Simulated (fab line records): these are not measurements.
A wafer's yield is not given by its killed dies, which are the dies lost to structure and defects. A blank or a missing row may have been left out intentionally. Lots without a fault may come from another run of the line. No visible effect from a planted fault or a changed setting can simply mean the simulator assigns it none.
Problem report in the 8D (eight disciplines) form, filled by code | flow sky130 | the parts of the form that need people (team, actions taken, sign-off) are left out

== 1. THE PROBLEM ==
Wafers without a fault read 0.853 a.u., standard deviation 0.0065; oes product au at SKY_METAL1_METAL_ETCH_19 reads a mean of 0.783 a.u. on 9 wafers belonging to 3 lots. Relative to the usual mean, that is a shift of -11 standard deviations.
The step: etches the open film in Cl2/BCl3, stops on SiO2, target depth 360 nm, time 78 s.
The first sign was on wafer L949.3 at day 37 15:04, on rie metal-04. The record holds 39 wafers of 13 lots with a number at this step. The rule behind "out" and "out of limits": a value lying over 4 standard deviations away from the usual mean. The other wafers with a number count as sound.

== 2. WHAT THIS IS AND IS NOT ==
question                    | is                     | is not
which readings at this step | oes product au         | drypump motor current A, rf fwd power W
which lots                  | L949, L952, L953       | L935, L936, L939, L940, L941, L942, L944, L946, L955, L956
which wafers of those lots  | all that have a number | -
read on which tools         | rie metal-04           | rie metal-02, rie metal-03
when                        | from day 37 15:04      | up to then (24 sound wafers); but 6 sound wafers of L955, L956 came after

== 3. THE SUSPECTS, EACH WITH WHAT RULES IT OUT ==
Counting: any tool at a process step up to the reading is kept as a suspect provided that every lot that is out went through it and no sound lot did after the first of them.
- rie metal-04 at SKY_METAL1_METAL_ETCH_19 (etches the open film in Cl2/BCl3, stops on SiO2, target depth 360 nm, time 78 s): kept. Every lot that is out went through it, starting with L949 (day 37 15:04), and after that it ran no sound lot; the last sound lot it ran before then is L946 (day 36 20:17). Its own readings are out on those wafers: oes product au.
Remaining after the count: rie metal-04 at SKY_METAL1_METAL_ETCH_19.

== 4. THE CAUSE (what the simulator had put in) ==
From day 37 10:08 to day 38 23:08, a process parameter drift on rie metal-04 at SKY_METAL1_METAL_ETCH_19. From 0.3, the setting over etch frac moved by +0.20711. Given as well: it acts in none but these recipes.
Counting left only this tool.

== 5. THE EFFECT CHAIN, in route order ==
Rows list readings where the struck wafers' mean (over those with a number) sits beyond 3 standard deviations from the usual. Readings are gone through only where the record gives a usual standard deviation; hours: the median, over the lots, of the time from a lot's start at the first step in this table giving one to that lot's start at this step; sigmas: the change measured in usual standard deviations.
hours | step                     | reading                  | usual      | on struck wafers | change | sigmas
0     | SKY_METAL1_METAL_ETCH_19 | oes product au           | 0.853 a.u. | 0.783            | -0.070 | -11
0     | SKY_METAL1_STRIP_20      | oes product au           | 0.342 a.u. | 0.325            | -0.017 | -3.3
0     | SKY_METAL1_STRIP_20      | strip time to endpoint s | 2.68 s     | 2.29             | -0.39  | -7.9
Here are the process steps it includes:
- SKY_METAL1_METAL_ETCH_19: etches the open film in Cl2/BCl3, stops on SiO2, target depth 360 nm, time 78 s.
- SKY_METAL1_STRIP_20: strips in O2/N2.

== 6. WHAT WOULD HAVE CAUGHT IT SOONER ==
In this record no reading fell out of limits until day 37 15:04, 5 hours after the fault had begun at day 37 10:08.
